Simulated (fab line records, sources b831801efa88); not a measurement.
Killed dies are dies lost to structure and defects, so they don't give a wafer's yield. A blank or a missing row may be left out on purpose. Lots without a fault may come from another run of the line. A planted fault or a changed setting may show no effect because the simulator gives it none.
Which tool did it? | flow gf180mcu | 12 lots, 36 wafers sampled, at 2 steps of a route of 602

WHAT THE GAUGES READ, wafer by wafer
GF_M2_THK_MEAS_06: measures by xrf.
lot  | measured     | on            | M2_ALCU_THK (nm)
L075 | day 18 12:14 | film_metro-02 | 464 462 465
L077 | day 19 01:56 | film_metro-03 | 459 460 459
L079 | day 20 01:28 | film_metro-04 | 464 461 462
L081 | day 21 07:24 | film_metro-03 | 448 456 453
L083 | day 21 19:35 | film_metro-04 | 463 462 463
L085 | day 22 12:46 | film_metro-03 | 467 464 461
L087 | day 23 01:10 | film_metro-04 | 455 457 460
L089 | day 23 17:23 | film_metro-02 | 463 472 468
L091 | day 24 07:11 | film_metro-03 | 459 459 458
L093 | day 25 01:20 | film_metro-02 | 469 462 455
L095 | day 25 15:52 | film_metro-04 | 459 469 463
L097 | day 26 02:13 | film_metro-03 | 464 464 453

WHICH TOOL RAN EACH LOT (tool, then ch and the chambers of the sampled wafers, then the start)
lot  | GF_HV_LDD_STRIP_49
L075 | plasma_asher-02 ch 0,1, day 12 15:41
L077 | plasma_asher-02 ch 0,1, day 13 03:19
L079 | plasma_asher-02 ch 0,1, day 13 23:11
L081 | plasma_asher-03 ch 0,1, day 15 01:12
L083 | plasma_asher-03 ch 0, day 15 12:14
L085 | plasma_asher-02 ch 0,1, day 16 04:07
L087 | plasma_asher-02 ch 0,1, day 16 15:47
L089 | plasma_asher-02 ch 0,1, day 17 08:00
L091 | plasma_asher-04 ch 1, day 18 00:12
L093 | plasma_asher-03 ch 0,1, day 18 19:48
L095 | plasma_asher-02 ch 0,1, day 19 09:42
L097 | plasma_asher-02 ch 0,1, day 19 23:36
- GF_HV_LDD_STRIP_49: strips in O2/N2.

THE ANSWER, worked out from the rows above alone
Rule: what is usual is taken from the lots themselves. Put in order of their means at a reading, lots are off if they are a third of the lots or fewer, leave a main group of 4 or more, and stand apart from it by a gap of 3 or more times the standard deviation of the main group's means; of several such gaps the widest counts. A main group whose means are all the same, to the digits that the tables above print for the reading, isn't used. A lot without any number at a reading at which 4 lots or more have one is off too. The other lots that the step has rows for count as sound.
No lot is off at any reading shown: from this, nothing can be told.

WHAT THE SIMULATOR HAD PUT IN
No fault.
